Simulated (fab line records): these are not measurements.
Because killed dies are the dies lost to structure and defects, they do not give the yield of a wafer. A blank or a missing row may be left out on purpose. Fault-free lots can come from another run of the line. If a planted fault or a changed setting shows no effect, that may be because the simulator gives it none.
The tool behind it: which one? -- flow sky130 -- 72 wafers from 24 lots sampled at 4 of the route's 708 steps

WHAT EACH GAUGE READ, for each wafer
SKY_VT_ADJUST_LVTN_TW_MEAS_21. Usual: VT_ADJUST_LVTN_2_TW typically reads 188.6, with standard deviation 1.4.
lot,measured,on,VT_ADJUST_LVTN_2_TW,flag
L074,day 7 15:27,film metro-02,184.2 185.1 185.9,
L075,day 7 21:07,film metro-01,186.4 186.3 187.4,
L076,day 8 04:12,film metro-03,189.0 189.7 189.3,
L077,day 8 07:37,film metro-01,188.4 188.5 189.0,
L078,day 8 16:49,film metro-01,190.0 189.0 188.9,
L079,day 8 20:04,film metro-03,190.3 189.5 189.7,
L080,day 9 10:37,film metro-02,187.9 187.1 187.9,
L081,day 9 21:59,film metro-03,188.7 189.5 189.2,
L082,day 10 02:37,film metro-01,188.2 188.4 187.7,
L083,day 10 05:24,film metro-02,188.6 187.8 188.4,
L084,day 10 15:16,film metro-02,188.6 187.5 187.1,
L085,day 10 16:51,film metro-02,187.5 188.0 188.5,
L086,day 11 05:42,film metro-02,186.8 188.0 189.0,
L087,day 11 06:00,film metro-03,191.4 189.8 190.8,
L088,day 11 13:25,film metro-02,187.6 188.1 187.3,
L089,day 12 00:25,film metro-01,188.9 189.7 190.0,
L090,day 12 00:42,film metro-02,187.6 186.9 187.0,
L091,day 12 08:39,film metro-02,187.8 187.2 187.3,
L092,day 12 15:23,film metro-03,189.7 189.4 189.5,
L093,day 13 05:52,film metro-02,187.1 188.4 188.3,
L094,day 14 00:24,film metro-02,187.9 187.7 187.6,
L096,day 14 06:19,film metro-01,189.5 189.9 189.6,
L095,day 14 06:37,film metro-03,190.7 191.0 191.6,
L097,day 14 16:35,film metro-01,189.1 190.3 189.7,

SKY_SONOS_ONO_CD_MEAS_13: the cd target is 410 nm. Usual: 410.4 nm for cd nm, sd 2.5.
lot,measured,on,cd nm (nm),flag
L074,day 12 10:44,cd sem-01,408.4 407.3 408.6,
L075,day 12 17:56,cd sem-02,410.6 409.5 411.1,
L076,day 13 04:43,cd sem-01,413.3 413.3 412.6,
L077,day 13 10:28,cd sem-02,407.8 408.9 409.4,
L078,day 13 19:32,cd sem-01,405.8 407.2 407.8,
L079,day 14 00:47,cd sem-01,408.9 410.2 407.3,
L080,day 14 17:29,cd sem-02,407.9 407.4 409.0,
L081,day 15 08:04,cd sem-01,409.5 408.3 410.1,
L082,day 15 13:32,cd sem-01,411.2 412.8 408.9,
L083,day 15 18:22,cd sem-01,415.5 416.5 415.1,
L084,day 16 05:40,cd sem-01,410.8 410.7 410.7,
L085,day 16 10:25,cd sem-01,413.3 411.3 411.2,
L086,day 16 21:40,cd sem-02,408.8 408.3 408.8,
L087,day 16 23:28,cd sem-02,409.7 410.0 413.5,
L088,day 17 08:05,cd sem-02,410.5 409.5 409.9,
L089,day 17 22:05,cd sem-01,411.3 410.0 414.0,
L090,day 17 21:46,cd sem-01,407.7 407.7 408.8,
L091,day 18 07:55,cd sem-01,415.5 414.8 414.2,
L092,day 18 16:55,cd sem-02,410.8 409.7 412.4,
L093,day 19 11:11,cd sem-01,409.8 405.5 408.0,
L094,day 20 06:40,cd sem-02,411.3 411.3 411.3,
L096,day 20 17:15,cd sem-02,415.1 412.5 414.1,
L095,day 20 17:10,cd sem-01,411.2 410.4 408.8,
L097,day 21 02:04,cd sem-02,408.7 411.7 409.0,

SKY_CONTACT_THK_MEAS_26: measures by xrf. Usual: CONTACT_W_THK typically reads 343 nm, with standard deviation 6.1.
lot,measured,on,CONTACT_W_THK (nm),flag
L074,day 31 18:58,film metro-02,348 353 343,
L075,day 32 00:25,film metro-01,339 336 343,
L076,day 32 12:04,film metro-01,341 333 335,
L077,day 32 20:59,film metro-01,340 335 343,
L078,day 33 01:29,film metro-01,340 338 342,
L079,day 33 10:29,film metro-04,337 340 339,
L080,day 34 00:08,film metro-04,338 337 341,
L081,day 34 13:19,film metro-04,339 339 345,
L082,day 34 17:08,film metro-01,348 345 344,
L083,day 34 23:20,film metro-04,349 343 348,
L084,day 35 10:07,film metro-02,356 345 354,
L085,day 35 14:49,film metro-02,346 356 345,
L086,day 36 00:56,film metro-01,330 341 339,
L087,day 36 03:32,film metro-02,351 349 353,
L088,day 36 13:47,film metro-01,341 342 346,
L089,day 37 02:34,film metro-01,338 343 343,
L090,day 37 03:07,film metro-01,337 343 346,
L091,day 37 10:31,film metro-01,339 347 340,
L092,day 37 15:28,film metro-02,349 351 361,
L093,day 38 04:39,film metro-02,341 347 338,
L094,day 38 20:23,film metro-02,345 352 355,
L096,day 39 06:29,film metro-01,355 354 350,
L095,day 39 04:07,film metro-04,346 339 344,
L097,day 39 15:10,film metro-04,336 339 339,

TOOL THAT RAN EACH LOT (tool first, then ch and the chambers of the sampled wafers, then the start)
lot,SKY_POLY_GATE_ETCH_15
L074,"rie diel-01 ch 1,3, day 16 04:22"
L075,"rie diel-01 ch 0,1,3, day 16 14:14"
L076,"rie diel-01 ch 1,2,3, day 17 01:56"
L077,"rie diel-01 ch 1,2,3, day 17 06:13"
L078,"rie diel-03 ch 0,1,3, day 17 17:07"
L079,"rie diel-02 ch 2,3, day 17 22:35"
L080,"rie diel-02 ch 0,1,2, day 18 17:31"
L081,"rie diel-01 ch 0,1,2, day 19 09:41"
L082,"rie diel-01 ch 1,3, day 19 14:43"
L083,"rie diel-02 ch 0,1,3, day 19 20:55"
L084,"rie diel-01 ch 1,2,3, day 20 09:31"
L085,"rie diel-01 ch 0,3, day 20 15:13"
L086,"rie diel-02 ch 2,3, day 21 02:49"
L087,"rie diel-01 ch 1,3, day 21 04:55"
L088,"rie diel-02 ch 1,2, day 21 17:34"
L089,"rie diel-01 ch 1,2,3, day 22 08:31"
L090,"rie diel-01 ch 1,2, day 22 04:55"
L091,"rie diel-02 ch 0,1,2, day 22 15:43"
L092,"rie diel-01 ch 0,3, day 22 22:28"
L093,"rie diel-02 ch 1,2, day 23 15:55"
L094,"rie diel-01 ch 0,2, day 24 09:58"
L096,"rie diel-02 ch 2,3, day 24 22:31"
L095,"rie diel-01 ch 0,1,3, day 24 20:58"
L097,"rie diel-02 ch 1,2,3, day 25 06:55"
- SKY_POLY_GATE_ETCH_15: etches BARC in N2/H2, stops on SiO2, time 118.5 s, target depth 110 nm.

AS READ BY THE TOOLS THEMSELVES (means over the sampled wafers that have a number; for cases with no such wafer, the mark the record gives instead)
SKY_POLY_GATE_ETCH_15. Usual: drypump motor current A 5.6 A, standard deviation 0.49; n2 flow sccm 99.98 sccm, standard deviation 0.29; oes product au 0.716 a.u., standard deviation 0.0047; throttle valve pct 13.213 %, standard deviation 0.0092.
lot,tool,drypump motor current A (A),n2 flow sccm (sccm),oes product au (a.u.),throttle valve pct (%),flag
L074,rie diel-01,4.9,99.84,0.721,13.222,
L075,rie diel-01,5.2,100.06,0.719,13.211,
L076,rie diel-01,5.3,100.06,0.719,13.212,
L077,rie diel-01,5.3,100.01,0.716,13.214,
L078,rie diel-03,6.0,100.23,0.717,13.214,
L079,rie diel-02,5.8,100.01,0.712,13.215,
L080,rie diel-02,5.8,100.00,0.719,13.215,
L081,rie diel-01,5.3,99.91,0.717,13.215,
L082,rie diel-01,4.9,100.03,0.714,13.229,
L083,rie diel-02,6.0,99.74,0.719,13.220,
L084,rie diel-01,5.3,100.05,0.716,13.202,
L085,rie diel-01,5.5,100.14,0.714,13.213,
L086,rie diel-02,5.8,99.86,0.715,13.209,
L087,rie diel-01,5.1,99.68,0.714,13.216,
L088,rie diel-02,5.7,99.56,0.718,13.211,
L089,rie diel-01,5.3,100.15,0.713,13.205,
L090,rie diel-01,5.0,99.79,0.721,13.217,
L091,rie diel-02,5.8,99.89,0.717,13.215,
L092,rie diel-01,5.5,99.79,0.720,13.207,
L093,rie diel-02,5.7,99.96,0.715,13.214,
L094,rie diel-01,5.8,100.01,0.714,13.204,
L096,rie diel-02,5.9,99.77,0.714,13.218,
L095,rie diel-01,5.2,99.99,0.718,13.221,
L097,rie diel-02,5.9,99.80,0.712,13.212,

THE ANSWER, worked out from the rows above alone
Rule: a lot counts as off when the mean over its wafers that have a number is more than 3 standard deviations away from the usual mean. A lot without any number at a reading at which 4 lots or more have one is off too. Any other lot the step has rows for is counted as sound. After the gauges, taken in route order, come the tools' own readings; for these a lot's mean is taken, as printed above. At the first step where some lot is off, the reading lying furthest off is the one used; lots without a number count as furthest.
Across all readings shown, no lot is off: no conclusion can be drawn from this.

WHAT THE SIMULATOR PUT IN
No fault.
